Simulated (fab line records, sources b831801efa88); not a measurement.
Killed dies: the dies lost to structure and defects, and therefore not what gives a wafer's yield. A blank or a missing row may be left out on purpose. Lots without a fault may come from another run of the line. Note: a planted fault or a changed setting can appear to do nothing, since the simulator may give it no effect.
A struck lot beside a sound one :: flow gf180mcu :: 23 steps out of a route of 602
Sound: these wafers, L793.1, L793.5, L793.6. Wafers struck: L801.2, L801.3, L801.6. Last of all comes the cause.
For every step that has rows: the tool of each side, followed by ch and its chambers, followed by its first start. Under that, the readings that differ: sound wafers :: struck wafers :: difference of the means :: sigmas: that difference in standard deviations of wafers without a fault.
alike: readings with means less than 2 such deviations apart, plus words and numbers identical on both sides. not compared: withheld readings, readings lacking a value on some wafer, bounds such as >300 that could conceal the same value, and numbers that have no deviation in the record and whose values overlap.
A row with sigmas, a row that says differs or no value, or rows on one side alone: a step with any of these is where the two part. When numbers do not overlap yet have no deviation, they are printed without sigmas and do not part them. A reading missing from all wafers of one side parts the sides only when that side holds two or more wafers.

GF_CONTACT_RS_MEAS_25: measures by four-point-probe.
  struck on film metro-03, day 22 00:52; sound on film metro-03, day 18 10:42
  alike: CONTACT_W_RS
GF_CONTACT_THK_MEAS_26: measures by xrf.
  struck on film metro-03, day 22 00:58; sound on film metro-03, day 18 10:49
  alike: CONTACT_W_THK
then, 1 step without rows for these wafers: GF_CONTACT_CMP_27 (polishes, stops on SiO2, t overpolish 15 s, target thk 0 nm).
GF_M1_SPUTTER_00: material Ti, target thk 37.5 nm, time 150 s.
  struck on pvd sputter-04, day 22 01:19; sound on pvd sputter-01, day 18 11:11
  alike: throttle valve pct
GF_M1_SPUTTER_01: material TiN, target thk 30 nm, time 25 s.
  struck on pvd sputter-04, day 22 01:25; sound on pvd sputter-01, day 18 11:17
  alike: throttle valve pct
then, 1 step without rows for these wafers: GF_M1_SPUTTER_02 (material AlCu, target thk 450 nm, time 23.9 s).
GF_M1_SPUTTER_03: material Ti, target thk 10 nm, time 6.7 s.
  struck on pvd sputter-04, day 22 01:29; sound on pvd sputter-01, day 18 11:21
  alike: throttle valve pct
GF_M1_SPUTTER_04: material TiN, target thk 50 nm, time 41.7 s.
  struck on pvd sputter-04, day 22 01:30; sound on pvd sputter-01, day 18 11:22
  alike: throttle valve pct
GF_M1_RS_MEAS_05: measures by four-point-probe.
  struck on film metro-03, day 22 01:34; sound on film metro-03, day 18 11:25
  alike: M1_ALCU_RS
GF_M1_THK_MEAS_06: measures by xrf.
  struck on film metro-03, day 22 01:40; sound on film metro-03, day 18 11:32
  alike: M1_ALCU_THK
then, 2 steps without rows for these wafers: GF_M1_DEHYDRATE_07 (time 60 s); GF_M1_HMDS_08 (prime time 60 s).
GF_M1_COAT_09: resist thk 1000 nm.
  sound on litho track-03 ch 0, day 18 23:13; struck on litho track-03 ch 0, day 22 13:14
reading: model.KrF_of_M1_COAT_09.thk nm (nm)
sound: 1003 1002 1004
struck: 1037 1033 1033
difference: +31
sigmas: 
then, 2 steps without rows for these wafers: GF_M1_SOFTBAKE_10 (time 60 s); GF_M1_EXPOSE_11 (exposes mask Metal1, target cd 230 nm).
GF_M1_PEB_12: peb time 91.55 s.
  sound: litho track-02 ch 0; struck: litho track-02 ch 0
  alike: plate sensor t centre C, plate sensor t edge C
then, 1 step without rows for these wafers: GF_M1_DEVELOP_13 (develop time 60 s).
GF_M1_CD_MEAS_14 targets a cd of 230 nm.
  struck on cd sem-01, day 23 00:42; sound on cd sem-02, day 19 11:41
reading: cd nm (nm)
sound: 229.7 229.7 229.1
struck: 232.1 232.7 232.2
difference: +2.8
sigmas: +3
GF_M1_OVL_MEAS_15:
  struck on overlay-02, day 23 00:48; sound on overlay-02, day 19 11:48
  alike: M1_OVL
GF_M1_METAL_ETCH_16: etches the open film in Cl2/BCl3, stops on SiO2, target depth 627.5 nm, time 104.6 s.
  sound on rie metal-03 ch 0, day 19 11:50; struck on rie metal-03 ch 0, day 23 00:52
reading: model.KrF_of_M1_COAT_09.thk nm (nm)
sound: 739.7 737.8 742.5
struck: 775.1 770.9 769.6
difference: +31.9
sigmas: 
  alike: drypump motor current A, oes product au, throttle valve pct
  not compared: rf hours counter h
GF_M1_STRIP_17: strips in O2/N2.
  sound on plasma asher-02 ch 0,1, day 19 12:04; struck on plasma asher-02 ch 0,1, day 23 01:04
reading: oes product au (a.u.)
sound: 0.557 0.567 0.552
struck: 0.569 0.575 0.572
difference: +0.013
sigmas: +3

reading: strip time to endpoint s (s)
sound: 7.92 7.90 7.96
struck: 8.25 8.21 8.20
difference: +0.29
sigmas: +7
  alike: drypump motor current A, heater power w
  not compared: rf hours counter h
then, 2 steps without rows for these wafers: GF_M1_STRIP_18 (strips in post etch residue remover, time 1200 s); GF_PASSIVATION_PROBE_99.

## WHERE THEY PART
At GF_M1_CD_MEAS_14 first; at GF_M1_STRIP_17 last (within this record only).

WHY: what had been put in by the simulator
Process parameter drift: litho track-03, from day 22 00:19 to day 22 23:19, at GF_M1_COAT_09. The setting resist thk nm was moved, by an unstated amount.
